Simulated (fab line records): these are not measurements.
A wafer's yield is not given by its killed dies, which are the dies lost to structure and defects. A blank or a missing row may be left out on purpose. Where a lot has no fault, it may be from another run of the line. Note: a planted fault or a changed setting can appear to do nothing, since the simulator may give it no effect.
The same fault as seen by 2 desks	flow sky130	each desk holds nothing but its own numbers, with what lay behind them at the end

## AT THE TOOL OWNER'S DESK: implanter-04
SKY_LDD_N_IMPLANT_09, tool's own readings: per-lot mean of the sampled wafers with a number, covering each lot this tool ran. If a lot's mean is further than 4 standard deviations from the usual mean, the lot is out of limits and carries the mark OUT (the distance appears in the brackets).
Columns: A = beam on s at SKY_LDD_N_IMPLANT_09, usual 9.99 s; B = dose ions cm2 at SKY_LDD_N_IMPLANT_09, usual 7.5e+13; C = faraday current uA at SKY_LDD_N_IMPLANT_09, usual 423
lot	first seen here	A	B	C
L326	day 18 21:30	10.00	7.5e+13	422
L330	day 20 05:06	9.86	7.5e+13	429
L331	day 20 13:51	9.98	7.5e+13	424
L332	day 21 03:24	9.83	7.5e+13	430
L336	day 22 12:54	11.68 (+8.4) OUT	1.2e+14 (+99 or more) OUT	590 (+20) OUT
L341	day 23 23:24	11.76 (+8.8) OUT	1.2e+14 (+99 or more) OUT	587 (+20) OUT
This desk's verdict: out of limits on L336, L341, starting with L336 at day 22 12:54 (beam on s at SKY_LDD_N_IMPLANT_09). L326, L330, L331, L332 stayed within limits.

## AT THE METROLOGY DESK
Lot by lot, what the gauges showed, no matter which tool ran the lot: averages of those sampled wafers that carry a number. If a lot's mean is further than 4 standard deviations from the usual mean, the lot is out of limits and carries the mark OUT (the distance appears in the brackets).
Columns: A = cd nm at SKY_SONOS_ONO_CD_MEAS_13, usual 409.5 nm; B = SONOS_ONO_OVL at SKY_SONOS_ONO_OVL_MEAS_14, usual 0.2 nm; C = POLY_GATE_OVL at SKY_POLY_GATE_OVL_MEAS_14, usual 0 nm; D = LDD_N_TW at SKY_LDD_N_TW_MEAS_17, usual 2593
lot	first seen here	A	B	C	D
L325	day 13 02:39	411.7	-0.7	-2	2590
L326	day 13 15:52	407.0	1.0	-4	2585
L327	day 13 22:17	410.0	0.1	0	2582
L329	day 14 10:22	406.1	0.3	1	2585
L330	day 14 22:16	412.3	1.6	1	2594
L331	day 15 03:16	409.2	-0.1	-1	2603
L332	day 15 14:34	406.2	-1.5	-3	2595
L336	day 16 23:03	411.9	1.1	2	2661 (+6.2) OUT
L340	day 18 04:37	404.8	1.0	-1	2590
L341	day 18 14:34	409.5	0.5	-1	2646 (+4.8) OUT
L343	day 19 14:37	411.0	-1.3	1	2593
L345	day 20 11:06	410.0	0.8	-2	2585
This desk's finding: out of limits on L336, L341; first on L336, day 22 14:01 (LDD_N_TW at SKY_LDD_N_TW_MEAS_17). L325, L326, L327, L329, L330, L331, L332, L340, L343, L345 stayed within limits.

## TAKEN TOGETHER
The tool owner's desk had the chance to raise an alarm at day 22 12:54 on L336, L341.
Metrology desk: alarm possible at day 22 14:01 on L336, L341.
The lots listed all ran SKY_LDD_N_IMPLANT_09 on implanter-04.

## WHAT THE SIMULATOR HAD INSERTED
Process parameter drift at SKY_LDD_N_IMPLANT_09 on implanter-04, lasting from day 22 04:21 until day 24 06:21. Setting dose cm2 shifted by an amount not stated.
Lots struck among those shown: L336, L341.
Hours from the fault's start to each desk's first reading out of limits: the tool owner's desk, 9; the metrology desk, 10.
